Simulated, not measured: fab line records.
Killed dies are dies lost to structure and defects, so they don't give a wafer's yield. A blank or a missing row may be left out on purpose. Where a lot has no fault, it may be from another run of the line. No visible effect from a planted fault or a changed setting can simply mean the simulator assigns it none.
What tool caused it? ; flow gf180mcu ; route of 602 steps, sampled at 1 step: 11 lots, 33 wafers

## WHAT EACH GAUGE READ, for each wafer
GF_V1_THK_MEAS_01.
lot;measured;on;V1_CVD_00_THK (nm)
L482;day 18 04:44;film metro-01;604 592 593
L486;day 19 02:11;film metro-03;592 593 594
L489;day 19 17:26;film metro-03;599 593 602
L487;day 19 19:29;film metro-03;608 606 593
L495;day 22 16:18;film metro-03;601 606 607
L496;day 22 17:24;film metro-01;596 598 601
L498;day 23 12:17;film metro-01;602 595 608
L499;day 23 16:32;film metro-04;608 600 610
L500;day 24 02:28;film metro-01;600 606 605
L501;day 24 11:05;film metro-04;607 596 605
L502;day 24 13:38;film metro-03;602 601 606

## WHICH TOOL RAN EACH LOT (tool, then ch and the chambers of the sampled wafers, then the start)
The record holds no process step before these readings.

## THE ANSWER, worked out from the rows above alone
Rule: usual is defined by the lots themselves. The widest of any qualifying gaps counts: lots, ordered by their means at a reading, are off when they make up no more than a third of the lots, leave a main group of 4 or more, and stand apart from it by 3 or more times the standard deviation of that group's means. A main group is skipped when, at the precision printed for the reading in the tables above, its means are all equal. Also off: a lot with no number at a reading for which 4 or more lots have one. Any other lot the step has rows for is counted as sound.
No lot is off at any reading shown: from this, nothing can be told.

## WHAT THE SIMULATOR HAD PUT IN
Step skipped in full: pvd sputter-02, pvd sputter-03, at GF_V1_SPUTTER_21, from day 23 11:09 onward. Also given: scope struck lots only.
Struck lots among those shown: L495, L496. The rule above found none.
